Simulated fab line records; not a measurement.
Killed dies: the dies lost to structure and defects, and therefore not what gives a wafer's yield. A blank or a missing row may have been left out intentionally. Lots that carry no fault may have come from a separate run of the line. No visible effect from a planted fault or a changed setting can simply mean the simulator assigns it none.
fab line records | flow sky130
record: lots: 5 wafers: 14 lastDay: 50
route steps=708 shown FIELD_ISO@1 PAD_OPEN@708
lots untouched by any fault: they come from a run of this same line in which no faults occurred
startH: hours from the record's first day to the start of the lot's first wafer shown | waitH: how many hours have passed since the lot's step before this one | " as in the row above | L1.1+2: a single row standing in for several wafers | - no value, or no start was given | * or withheld: withheld | < > ~ a bound
route shown NAME@n: a module of which the file shows steps, and the number in the route of the first | usual: mean and standard deviation over wafers with no fault | same: alike in all rows | chamber/n: place in a boat | sites: per-site readings | _std_site: their standard deviation | _edge_site: the outer-site mean with the inner-site mean subtracted | radiusMm: how far each site lies from the wafer's centre | mask NAME#n: copy n | behind: the most recent tool/chamber to have shaped the wafer | hold: reason for holding the lot/hours on hold/outcome of the hold | device: names the non-switching transistor (n, p or np) | end of line: the same wafers' tests at the end of the route | a step with no rows: only its recipe | killed: not the wafer's yield, but the dies lost to structure and defects at the first sort | map: the dies of a wafer, with x for killed, . for not killed, _ for no die there
set.NAME: the setting the step ran with; set.NAME@STEP: the setting that earlier step ran with | model.NAME: the simulator's own value behind a step, which no gauge read
lots at some steps of the route; a table a step, a row a wafer
services: from which hour (startH, from the record's first day; less than 0 if before it) a tool's chamber was out of use, for how many hours, and why
== steps ==
step: SKY_FIELD_ISO_BOW_MEAS_00
recipe: mode: bow
usual: INCOMING_BOW: 0/5.9
columns lot.wafer tool chamber startH waitH INCOMING_BOW[um]
L735.1 filmMetro-03 - 30.00 - 8
L735.3 " - " " -1
L735.5 " - " " -7
L738.4 filmMetro-04 - 45.06 - 2
L738.5 " - " " 0
L738.6 " - " " -7
L748.4 filmMetro-04 - 95.06 - 5
L748.5 " - " " -2
L749.1 filmMetro-04 - 100.00 - 7
L749.5 " - " " 5
L749.6 " - " " 8
L751.2 filmMetro-01 - 110.02 - -6
L751.4 " - " " 8
L751.6 " - " " 4
step: SKY_FIELD_ISO_OXIDATION_01
recipe: tempC: 900 ambient: O2 stabiliseS: 600 purgeS: 300 targetThkA: 120 oxTimeS: 1843
step: SKY_FIELD_ISO_THK_MEAS_02
recipe: reads: SiO2_of_FIELD_ISO_OXIDATION_01
usual: FIELD_ISO_OXIDATION_00_THK: 11.99/0.2
columns lot.wafer tool chamber startH waitH FIELD_ISO_OXIDATION_00_THK[nm]
L735.1 filmMetro-01 - 31.63 0.0 12.14
L735.3 " - " " 12.28
L735.5 " - " " 11.87
L738.4 filmMetro-03 - 47.60 0.0 12.03
L738.5 " - " " 11.98
L738.6 " - " " 11.96
L748.4 filmMetro-04 - 97.41 0.0 12.12
L748.5 " - " " 12.11
L749.1 filmMetro-03 - 102.12 0.0 11.68
L749.5 " - " " 11.83
L749.6 " - " " 11.76
L751.2 filmMetro-03 - 111.91 0.0 12.12
L751.4 " - " " 12.05
L751.6 " - " " 12.08
step: SKY_FIELD_ISO_CVD_03
recipe: material: Si3N4 precursor: DCS/NH3 targetThkNm: 165 tempC: 770 timeS: 2830 pressureMtorr: 250
step: SKY_FIELD_ISO_THK_MEAS_04
recipe: reads: Si3N4_of_FIELD_ISO_CVD_03
usual: FIELD_ISO_CVD_03_THK: 164.4/1.3
columns lot.wafer tool chamber startH waitH FIELD_ISO_CVD_03_THK[nm]
L735.1 filmMetro-01 - 33.48 0.0 166.6
L735.3 " - " " 165.8
L735.5 " - " " 166.1
L738.4 filmMetro-01 - 50.50 0.0 165.4
L738.5 " - " " 164.6
L738.6 " - " " 164.6
L748.4 filmMetro-01 - 99.26 0.0 165.0
L748.5 " - " " 164.9
L749.1 filmMetro-03 - 104.36 0.0 163.6
L749.5 " - " " 164.4
L749.6 " - " " 163.2
L751.2 filmMetro-03 - 113.76 0.0 164.0
L751.4 " - " " 162.7
L751.6 " - " " 163.5
step: SKY_FIELD_ISO_DEHYDRATE_05
recipe: tempC: 200 timeS: 60
step: SKY_FIELD_ISO_HMDS_06
recipe: primeTimeS: 60 primeTempC: 120
step: SKY_FIELD_ISO_COAT_07
recipe: resist: BARC tempC: withheld timeS: withheld spinRpm: 3000 resistThkNm: 60
step: SKY_FIELD_ISO_COAT_08
recipe: resist: KrF-thick spinRpm: 3000 resistThkNm: 450
columns lot.wafer tool chamber startH waitH model.KrF-thick_of_FIELD_ISO_COAT_08.thkNm
L735.1+5 lithoTrack-04 0 41 - 452.1
L735.3 " 0 " " 452.2
L738.4 lithoTrack-03 0 58 - 448.8
L738.5 " 0 " " 449.2
L738.6 " 0 " " 448
L748.4 lithoTrack-04 0 107 - 450.9
L748.5 " 0 " " 442.2
L749.1 lithoTrack-03 0 113 - 450.8
L749.5 " 0 " " 449
L749.6 " 0 " " 450.9
L751.2 lithoTrack-02 0 122 - 449.7
L751.4 " 0 " " 449.5
L751.6 " 0 123 - 449.3
step: SKY_FIELD_ISO_SOFTBAKE_09
recipe: tempC: 100 timeS: 90 resist: KrF-thick
step: SKY_FIELD_ISO_EXPOSE_10
recipe: maskId: FOM na: 0.68 sourceShape: annular sigmaInner: 0.4 sigmaOuter: 0.8 targetCdNm: 150 doseMj: 28
step: SKY_FIELD_ISO_PEB_11
recipe: pebTempC: withheld pebTimeS: withheld resist: KrF-thick
step: SKY_FIELD_ISO_DEVELOP_12
recipe: developTimeS: 60 resist: KrF-thick devTempC: 21
step: SKY_FIELD_ISO_CD_MEAS_13
recipe: targetCdNm: 150
usual: cdNm: 149.6/1.5
columns lot.wafer tool chamber startH waitH cdNm
L735.1 cdSem-02 - 49.21 - 146.5
L735.3 " - " " 147.4
L735.5 " - " " 148.5
L738.4 cdSem-01 - 66.24 - 149.3
L738.5 " - " " 151.6
L738.6 " - " " 150.4
L748.4 cdSem-02 - 117.37 - 146.9
L748.5 " - " " 146.9
L749.1 cdSem-02 - 123.12 - 149.9
L749.5 " - " " 151.0
L749.6 " - " " 151.3
L751.2 cdSem-01 - 132.25 - 149.0
L751.4 " - " " 149.7
L751.6 " - " " 149.8
step: SKY_FIELD_ISO_ETCH_14
recipe: chemistry: N2/H2 target: BARC ionEnergyEv: 200 sourceW: 500 biasW: 100 pressureMtorr: 30 n2FlowSccm: 100 h2FlowSccm: 200 stopOn: SiO2 timeS: 45.9 targetDepthA: 600
usual: drypumpMotorCurrentA: 5.7/0.33 oesProductAu: 0.854/0.0052 throttleValvePct: 13.226/0.0088
columns lot.wafer tool chamber startH waitH drypumpMotorCurrentA oesProductAu rfHoursCounterH throttleValvePct
L735.1 rieDiel-04 2 49.33 0.1 6.4 0.857 4 13.236
L735.3 " 0 " " 5.6 0.852 140 13.208
L735.5 " 3 " " 5.9 0.859 - 13.241
L738.4 rieDiel-04 1 66.30 0.0 5.2 0.850 4 13.215
L738.5 " 0 " " 5.5 0.856 - 13.226
L738.6 " 3 " " 5.9 0.853 - 13.225
L748.4 rieDiel-02 2 117.43 0.0 5.3 0.851 105 13.223
L748.5 " 0 " " 5.5 0.851 - 13.240
L749.1 rieDiel-04 1 123.24 0.1 5.2 0.858 5 13.203
L749.5 " 3 " " 5.9 0.850 - 13.234
L749.6 " 2 " " 6.4 0.856 - 13.234
L751.2 rieDiel-02 3 132.35 0.1 5.6 0.852 73 13.234
L751.4 " 3 " " 5.5 0.855 - 13.233
L751.6 " 2 " " 5.2 0.857 - 13.223
step: SKY_FIELD_ISO_ETCH_15
recipe: chemistry: CHF3/O2 targetDepthNm: 180 stopOn: Si sourceW: 600 biasW: 200 pressureMtorr: 40 chf3FlowSccm: 50 O2_flow_sccm: 5 timeS: 72
usual: drypumpMotorCurrentA: 5.7/0.34 oesProductAu: 0.944/0.0059 throttleValvePct: 8.843/0.0089
columns lot.wafer tool chamber startH waitH drypumpMotorCurrentA oesProductAu rfHoursCounterH throttleValvePct model.KrF-thick_of_FIELD_ISO_COAT_08.thkNm
L735.1 rieDiel-04 2 49.37 0.0 6.4 0.954 4 8.848 239.2
L735.3 " 0 " " 5.5 0.945 140 8.857 240.8
L735.5 " 3 " " 5.9 0.943 - 8.852 239.9
L738.4 rieDiel-04 1 66.34 0.0 5.2 0.950 4 8.854 234.6
L738.5 " 0 " " 5.5 0.944 - 8.845 238.1
L738.6 " 3 " " 5.9 0.941 - 8.838 234.7
L748.4 rieDiel-02 2 117.47 0.0 5.3 0.946 105 8.849 240.2
L748.5 " 0 " " 5.4 0.950 - 8.842 231.7
L749.1 rieDiel-04 1 123.28 0.0 5.2 0.940 5 8.830 232.3
L749.5 " 3 " " 5.9 0.944 - 8.842 235.5
L749.6 " 2 " " 6.4 0.935 - 8.838 237.3
L751.2 rieDiel-02 3 132.39 0.0 5.5 0.951 73 8.855 236.1
L751.4 " 3 " " 5.6 0.935 - 8.839 235.6
L751.6 " 2 " " 5.3 0.939 - 8.830 238.6
step: SKY_FIELD_ISO_STRIP_16
recipe: chemistry: O2/N2 powerW: 1400 pressureMtorr: 1500 platenTempC: withheld o2FlowSccm: 3000 n2FlowSccm: 300 overashFraction: 0.5
usual: drypumpMotorCurrentA: 5.5/0.35 oesProductAu: 0.378/0.0053 stripTimeToEndpointS: 3.55/0.038
columns lot.wafer tool chamber startH waitH drypumpMotorCurrentA oesProductAu rfHoursCounterH stripTimeToEndpointS
L735.1 plasmaAsher-01 1 49.43 0.0 5.8 0.391 38 3.58
L735.3 " 1 " " 5.8 0.379 - 3.59
L735.5 " 0 " " 5.5 0.378 - 3.60
L738.4 plasmaAsher-04 0 66.43 0.1 6.0 0.368 - 3.52
L738.5 " 1 " " 5.5 0.373 - 3.57
L738.6 " 0 " " 6.0 0.385 - 3.50
L748.4 plasmaAsher-04 1 117.56 0.1 5.5 0.374 - 3.59
L748.5 " 1 " " 5.5 0.374 - 3.50
L749.1 plasmaAsher-01 0 123.34 0.0 5.4 0.383 46 3.51
L749.5 " 1 " " 5.8 0.373 - 3.53
L749.6 " 0 " " 5.5 0.379 - 3.55
L751.2 plasmaAsher-03 0 132.45 0.0 5.0 0.374 30 3.56
L751.4 " 1 " " 5.1 0.378 - 3.53
L751.6 " 1 " " 5.1 0.385 - 3.56
step: SKY_PAD_OPEN_PROBE_99
usual: killed_at_M0_to_M3: 44/7.5 killed_at_M4_up: 3.2/1.9 killedAtContacts: 23/4.7 killedAtFrontEnd: 15/4.7 killedAtOther: 0.4/0.66 killedDies: 87/9.3 killedOpen: 47/7.2 killedShort: 39/6.5
same: grossDies: 492 killedAtBackSide: 0
columns lot.wafer tool chamber startH waitH killed_at_M0_to_M3 killed_at_M4_up killedAtContacts killedAtFrontEnd killedAtOther killedDies killedOpen killedShort
L735.1 prober-02 - 1107.54 0.1 45 3 30 16 0 94 58 36
L735.3 prober-02 - 1107.64 0.2 28 6 32 24 0 90 38 52
L735.5 prober-02 - 1107.74 0.2 62 3 16 14 0 95 48 47
killed by level:class
L735.1 CONTACT:geometricParticle:open=15 VIA1:geometricParticle:open=14 METAL2:geometricParticle:short=11 LI_CONTACT:geometricParticle:open=6 METAL1:geometricParticle:short=6 FIELD_ISO:geometricParticle:open=5 LOCAL_INTERCONNECT:geometricParticle:short=5 POLY_GATE:geometricParticle:short=4
L735.3 CONTACT:geometricParticle:open=9 FIELD_ISO:geometricParticle:short=7 LI_CONTACT:geometricParticle:open=7 FIELD_ISO:geometricParticle:open=6 METAL2:geometricParticle:short=6 POLY_GATE:geometricParticle:short=5 LI_CONTACT:geometricParticle:short=5 LOCAL_INTERCONNECT:geometricParticle:short=5
L735.5 VIA1:geometricParticle:open=13 METAL2:geometricParticle:short=11 VIA2:geometricParticle:open=10 VIA1:geometricParticle:short=8 VIA3:geometricParticle:open=7 CONTACT:geometricParticle:open=6 CONTACT:geometricParticle:short=5 METAL1:geometricParticle:short=5
== services ==
columns tool chamber startH hours kind
rieDiel-04 - 26.36 2.8 pm
plasmaAsher-03 - 32.41 6.9 repair
rieDiel-02 - 38.45 0.6 repair
rieDiel-04 2 52.34 5.3 repair
rieDiel-02 - 57.19 2.8 pm
plasmaAsher-03 - 62.47 7.7 repair
rieDiel-02 - 65.11 15.6 pm
plasmaAsher-03 - 93.07 11.2 repair
lithoTrack-04 - 115.55 - consumableReplace:filter
plasmaAsher-01 - 118.79 2.6 repair
plasmaAsher-03 - 123.14 0.8 repair
lithoTrack-02 - 127.21 - consumableReplace:filter
rieDiel-02 1 131.70 - clean
rieDiel-02 1 131.70 12.9 scheduledDown
rieDiel-02 1 131.70 12.9 ventCycle
== key ==
firstSign none at tools or gauges
modelEffect: step: SKY_FIELD_ISO_COAT_08 value: KrF-thick_of_FIELD_ISO_COAT_08.thkNm without: 450.7 struck: 442.2
modelEffect: step: SKY_FIELD_ISO_ETCH_15 value: KrF-thick_of_FIELD_ISO_COAT_08.thkNm without: 240.3 struck: 231.7
metAt SKY_FIELD_ISO_COAT_08
struckWafers L748.5
testerLeftOut L748
onsetBetween 41 107
fault: kind: processParameterDrift tool: lithoTrack-04 chamber: - onsetH: 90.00 steps: SKY_FIELD_ISO_COAT_08 channel: resistThkNm offset: -8.5724 shape: step endH: 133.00 scope: struckWafersOnly actsIn: theseRecipesOnly stated: 450
testerLeftOut: of these lots the tester's yield and bins aren't shown, on N5 and GAA mostly nor the transistor test; their killed dies are dies lost to structure and defects alone, not to doping, threshold or leakage, so they don't give the yield
